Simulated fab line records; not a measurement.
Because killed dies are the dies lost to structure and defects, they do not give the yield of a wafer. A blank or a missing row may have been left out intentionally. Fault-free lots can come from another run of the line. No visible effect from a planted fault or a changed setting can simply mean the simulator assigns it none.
Matching of chambers :: flow gf180mcu :: GF_V4_CMP_04 on cmp-01 has 4 sister chambers
The step polishes SiO2. 14 wafers are shown with their chamber, then 7 later ones without.

== WAFERS, EACH WITH ITS CHAMBER ==
wafer: L376.2
chamber: 0
motorCurrentA (A): 9.6
timeToEndpointS (s): 75
platenRpm (rpm): 59.92

wafer: L376.3
chamber: 2
motorCurrentA (A): 11.5
timeToEndpointS (s): 86
platenRpm (rpm): 60.04

wafer: L376.5
chamber: 2
motorCurrentA (A): 11.1
timeToEndpointS (s): 85
platenRpm (rpm): 60.03

wafer: L380.3
chamber: 2
motorCurrentA (A): 10.8
timeToEndpointS (s): 79
platenRpm (rpm): 60.04

wafer: L380.4
chamber: 3
motorCurrentA (A): 10.7
timeToEndpointS (s): 81
platenRpm (rpm): 59.95

wafer: L380.5
chamber: 0
motorCurrentA (A): 9.9
timeToEndpointS (s): 82
platenRpm (rpm): 60.00

wafer: L384.3
chamber: 0
motorCurrentA (A): 9.9
timeToEndpointS (s): 75
platenRpm (rpm): 60.00

wafer: L384.5
chamber: 1
motorCurrentA (A): 11.5
timeToEndpointS (s): 84
platenRpm (rpm): 60.01

wafer: L384.6
chamber: 0
motorCurrentA (A): 9.7
timeToEndpointS (s): 77
platenRpm (rpm): 59.98

wafer: L390.1
chamber: 1
motorCurrentA (A): 12.1
timeToEndpointS (s): 80
platenRpm (rpm): 59.98

wafer: L390.3
chamber: 3
motorCurrentA (A): 11.0
timeToEndpointS (s): 85
platenRpm (rpm): 60.03

wafer: L390.4
chamber: 2
motorCurrentA (A): 11.4
timeToEndpointS (s): 83
platenRpm (rpm): 60.01

wafer: L394.1
chamber: 3
motorCurrentA (A): 10.7
timeToEndpointS (s): 83
platenRpm (rpm): 60.00

wafer: L394.2
chamber: 2
motorCurrentA (A): 11.1
timeToEndpointS (s): 79
platenRpm (rpm): 60.04

SIGNATURES, as means of the wafers listed above
reading: motorCurrentA
chamber 0: 9.775
chamber 1: 11.800
chamber 2: 11.180
chamber 3: 10.800
scatter within a chamber: 0.248

reading: timeToEndpointS
chamber 0: 77.25
chamber 1: 82.00
chamber 2: 82.40
chamber 3: 83.00
scatter within a chamber: 3.03

reading: platenRpm
chamber 0: 59.9750
chamber 1: 59.9950
chamber 2: 60.0320
chamber 3: 59.9933
scatter within a chamber: 0.0295
Rule: a wafer's distance from a chamber is the root of the sum, over the readings, of the square of ((its reading less the chamber's mean) divided by the reading's scatter). If the next closest chamber is less than 2 further off than the closest, the wafer can't be placed; otherwise it belongs to the closest. The scatter is the square root of a quotient: the sum, over the shown wafers, of each reading's squared deviation from its chamber's mean, divided by wafers minus chambers.

== WAFERS WITHOUT THEIR CHAMBER ==
wafer: L394.4
motorCurrentA (A): 9.7
timeToEndpointS (s): 79
platenRpm (rpm): 60.05

wafer: L398.1
motorCurrentA (A): 9.7
timeToEndpointS (s): 78
platenRpm (rpm): 60.05

wafer: L398.2
motorCurrentA (A): 11.5
timeToEndpointS (s): 84
platenRpm (rpm): 59.95

wafer: L398.5
motorCurrentA (A): 10.5
timeToEndpointS (s): 85
platenRpm (rpm): 59.96

wafer: L399.1
motorCurrentA (A): 11.1
timeToEndpointS (s): 77
platenRpm (rpm): 59.99

wafer: L399.3
motorCurrentA (A): 10.6
timeToEndpointS (s): 75
platenRpm (rpm): 60.10

wafer: L399.6
motorCurrentA (A): 10.6
timeToEndpointS (s): 84
platenRpm (rpm): 59.96

== WHICH CHAMBER EACH WENT THROUGH ==
wafer: L394.4
from the rows above: 0
in truth: 0

wafer: L398.1
from the rows above: 0
in truth: 0

wafer: L398.2
from the rows above: can't be placed: 1 or 2 or 3
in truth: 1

wafer: L398.5
from the rows above: can't be placed: 3 or 2
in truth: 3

wafer: L399.1
from the rows above: can't be placed: 2 or 3 or 1
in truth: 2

wafer: L399.3
from the rows above: can't be placed: 2 or 3 or 0
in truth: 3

wafer: L399.6
from the rows above: can't be placed: 3 or 2
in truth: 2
Correctly placed: 2 of 7. These rows do not allow placing 5 (true chamber among the candidates in 5). Number placed wrongly: 0.
